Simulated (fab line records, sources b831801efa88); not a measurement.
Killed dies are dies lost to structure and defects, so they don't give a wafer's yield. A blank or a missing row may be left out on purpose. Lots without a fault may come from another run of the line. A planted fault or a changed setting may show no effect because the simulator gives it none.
Which tool did it? | flow gf180mcu | 6 lots, 18 wafers sampled, at 3 steps of a route of 602

WHAT THE GAUGES READ, wafer by wafer
GF_POLY_GATE_THK_MEAS_17.
lot  | measured     | on            | POLY_GATE_OXIDATION_THK (nm)
L347 | day 9 22:53  | film_metro-02 | 3.90 3.88 4.02
L351 | day 11 08:28 | film_metro-02 | 4.11 4.11 4.06
L354 | day 12 20:16 | film_metro-03 | 4.02 3.99 4.07
L357 | day 13 05:02 | film_metro-04 | 3.91 3.92 3.86
L361 | day 14 15:25 | film_metro-03 | 4.03 4.14 4.15
L366 | day 16 00:21 | film_metro-02 | 4.00 4.06 4.02

WHICH TOOL RAN EACH LOT (tool, then ch and the chambers of the sampled wafers, then the start)
lot  | GF_STI_ETCH_13                    | GF_STI_STRIP_15
L347 | rie_diel-03 ch 0,1,3, day 2 16:39 | plasma_asher-02 ch 0,1, day 2 16:50
L351 | rie_diel-03 ch 0,1,2, day 3 14:16 | plasma_asher-03 ch 0,1, day 3 14:25
L354 | rie_diel-01 ch 0,1,2, day 4 04:56 | plasma_asher-02 ch 0,1, day 4 05:05
L357 | rie_diel-04 ch 0,2,3, day 4 23:22 | plasma_asher-02 ch 0,1, day 4 23:31
L361 | rie_diel-01 ch 0,1,3, day 5 17:28 | plasma_asher-02 ch 0,1, day 5 17:37
L366 | rie_diel-01 ch 0,2,3, day 6 18:33 | plasma_asher-02 ch 0, day 6 18:42
- GF_STI_ETCH_13: etches the open film in CHF3/O2, stops on Si, target depth 282.31 nm, time 112.9 s.
- GF_STI_STRIP_15: strips in O2/N2.

THE ANSWER, worked out from the rows above alone
Rule: what is usual is taken from the lots themselves. Put in order of their means at a reading, lots are off if they are a third of the lots or fewer, leave a main group of 4 or more, and stand apart from it by a gap of 3 or more times the standard deviation of the main group's means; of several such gaps the widest counts. A main group whose means are all the same, to the digits that the tables above print for the reading, isn't used. A lot without any number at a reading at which 4 lots or more have one is off too. The other lots that the step has rows for count as sound.
No lot is off at any reading shown: from this, nothing can be told.

WHAT THE SIMULATOR HAD PUT IN
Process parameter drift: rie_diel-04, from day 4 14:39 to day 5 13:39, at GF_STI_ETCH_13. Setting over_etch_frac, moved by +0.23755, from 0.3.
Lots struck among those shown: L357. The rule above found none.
